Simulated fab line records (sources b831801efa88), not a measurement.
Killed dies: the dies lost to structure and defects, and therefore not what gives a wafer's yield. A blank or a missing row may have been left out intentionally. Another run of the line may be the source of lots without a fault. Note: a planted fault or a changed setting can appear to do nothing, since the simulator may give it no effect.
What tool caused it? | flow gf180mcu | Sampling: 14 lots, 42 wafers, 4 of 602 route steps

## WHAT THE GAUGES SHOWED, per wafer
GF_HV_LDD_OVL_MEAS_47.
lot  | measured     | on         | HV_LDD_03_OVL (nm)
L633 | day 12 20:26 | overlay-01 | 1.8 0.7 -0.1
L634 | day 13 03:36 | overlay-02 | -0.3 -0.6 -0.4
L636 | day 13 15:53 | overlay-02 | 0.1 -0.7 0.8
L638 | day 14 08:38 | overlay-01 | -1.8 -1.9 0.0
L639 | day 14 21:35 | overlay-01 | -1.1 1.0 0.6
L646 | day 17 05:50 | overlay-01 | -2.2 -1.7 0.3
L647 | day 17 09:10 | overlay-02 | 1.3 -1.6 -1.1
L648 | day 17 19:35 | overlay-02 | -1.1 -0.3 -0.2
L649 | day 18 09:16 | overlay-02 | -0.9 1.2 -0.4
L650 | day 18 15:32 | overlay-01 | -0.3 0.7 1.2
L651 | day 18 23:17 | overlay-01 | 1.5 -0.7 0.4
L653 | day 19 19:02 | overlay-01 | 2.4 -0.4 2.1
L654 | day 19 22:19 | overlay-01 | 2.3 -0.2 -1.9
L655 | day 20 09:25 | overlay-02 | 0.5 -1.1 -2.8

GF_CONTACT_OVL_MEAS_15.
lot  | measured     | on         | CONTACT_OVL (nm)
L633 | day 16 14:17 | overlay-01 | 2 2 2
L634 | day 16 21:40 | overlay-02 | -16 -17 -7
L636 | day 17 11:56 | overlay-01 | 0 -4 2
L638 | day 18 08:32 | overlay-01 | -8 -15 -7
L639 | day 18 23:23 | overlay-01 | 2 -1 -2
L646 | day 21 12:01 | overlay-01 | -1 -8 -6
L647 | day 21 16:43 | overlay-02 | -2 -10 -6
L648 | day 22 01:38 | overlay-02 | 6 0 1
L649 | day 22 16:04 | overlay-01 | -5 1 -3
L650 | day 22 20:41 | overlay-01 | -5 -2 -7
L651 | day 23 04:58 | overlay-02 | -3 -4 -4
L653 | day 23 23:20 | overlay-01 | -4 -3 2
L654 | day 24 01:31 | overlay-01 | -2 -8 -3
L655 | day 24 12:19 | overlay-01 | -1 -2 -4

## WHICH TOOL RAN EACH LOT (tool, then ch and the chambers of the sampled wafers, then the start)
lot  | GF_HV_LDD_COAT_26                 | GF_HV_LDD_STRIP_37
L633 | litho_track-03 ch 0, day 11 14:13 | plasma_asher-03 ch 0,1, day 12 00:46
L634 | litho_track-04 ch 0, day 11 21:14 | plasma_asher-04 ch 0,1, day 12 07:48
L636 | litho_track-04 ch 0, day 12 09:55 | plasma_asher-01 ch 0,1, day 12 20:46
L638 | litho_track-04 ch 0, day 13 01:16 | plasma_asher-04 ch 0,1, day 13 12:15
L639 | litho_track-04 ch 0, day 13 13:13 | plasma_asher-03 ch 0,1, day 14 00:31
L646 | litho_track-03 ch 0, day 15 19:22 | plasma_asher-04 ch 0,1, day 16 06:54
L647 | litho_track-04 ch 0, day 15 22:37 | plasma_asher-01 ch 0,1, day 16 10:42
L648 | litho_track-01 ch 0, day 16 08:10 | plasma_asher-01 ch 0,1, day 16 21:00
L649 | litho_track-04 ch 0, day 16 22:28 | plasma_asher-04 ch 0,1, day 17 10:16
L650 | litho_track-01 ch 0, day 17 02:25 | plasma_asher-03 ch 0,1, day 17 15:25
L651 | litho_track-03 ch 0, day 17 10:32 | plasma_asher-01 ch 0,1, day 17 23:22
L653 | litho_track-03 ch 0, day 18 05:05 | plasma_asher-01 ch 0,1, day 18 18:33
L654 | litho_track-03 ch 0, day 18 09:02 | plasma_asher-04 ch 0,1, day 18 21:43
L655 | litho_track-01 ch 0, day 18 19:20 | plasma_asher-01 ch 0,1, day 19 08:37
- GF_HV_LDD_COAT_26: resist thk 1000 nm.
- GF_HV_LDD_STRIP_37: strips in O2/N2.

## AS READ BY THE TOOLS THEMSELVES (means over the sampled wafers that have a number; for cases with no such wafer, the mark the record gives instead)
GF_HV_LDD_STRIP_37.
lot  | tool            | drypump_motor_current_A (A) | heater_power_w (W) | n2_flow_sccm (sccm) | oes_product_au (a.u.) | strip_time_to_endpoint_s (s)
L633 | plasma_asher-03 | 5.2                         | 334                | 299.5               | 0.717                 | 12.63
L634 | plasma_asher-04 | 5.4                         | 328                | 300.6               | 0.715                 | 12.72
L636 | plasma_asher-01 | 5.9                         | 295                | 300.8               | 0.712                 | 12.52
L638 | plasma_asher-04 | 5.5                         | 322                | 299.5               | 0.719                 | 12.49
L639 | plasma_asher-03 | 5.6                         | 345                | 299.4               | 0.718                 | 12.48
L646 | plasma_asher-04 | 5.4                         | 328                | 301.1               | 0.717                 | 12.65
L647 | plasma_asher-01 | 6.1                         | 286                | 300.9               | 0.714                 | 12.62
L648 | plasma_asher-01 | 6.0                         | 290                | 299.7               | 0.713                 | 12.63
L649 | plasma_asher-04 | 5.4                         | 321                | 300.4               | 0.716                 | 12.61
L650 | plasma_asher-03 | 5.6                         | 342                | 300.3               | 0.713                 | 12.65
L651 | plasma_asher-01 | 5.9                         | 301                | 299.8               | 0.716                 | 12.61
L653 | plasma_asher-01 | 6.1                         | 292                | 300.8               | 0.717                 | 12.65
L654 | plasma_asher-04 | 5.3                         | 317                | 300.3               | 0.720                 | 12.66
L655 | plasma_asher-01 | 5.9                         | 294                | 300.2               | 0.717                 | 12.64

## THE ANSWER, worked out from the rows above alone
Rule: usual is defined by the lots themselves. Put in order of their means at a reading, lots are off if they are a third of the lots or fewer, leave a main group of 4 or more, and stand apart from it by a gap of 3 or more times the standard deviation of the main group's means; of several such gaps the widest counts. If all means in a main group match to the digits the tables above print for the reading, that group is not used. A lot without any number at a reading at which 4 lots or more have one is off too. Where the step has rows for the other lots, those lots are counted as sound. Order of review: gauges by route order, followed by the tools' own readings, for which a lot's mean as printed above is used. The first step at which some lot is off is used, and at that step the reading that is off furthest; a lot without a number counts as furthest.
Off: L636, L638, L639, at GF_HV_LDD_STRIP_37 (strip_time_to_endpoint_s). For the main group the mean is 12.64 s and the standard deviation 0.029.
A tool fits if, at that step or a process step before it, it ran every lot that is off, and no sound lot after the first of them. Not one of the candidates tried fits.

## WHAT HAD BEEN PUT IN BY THE SIMULATOR
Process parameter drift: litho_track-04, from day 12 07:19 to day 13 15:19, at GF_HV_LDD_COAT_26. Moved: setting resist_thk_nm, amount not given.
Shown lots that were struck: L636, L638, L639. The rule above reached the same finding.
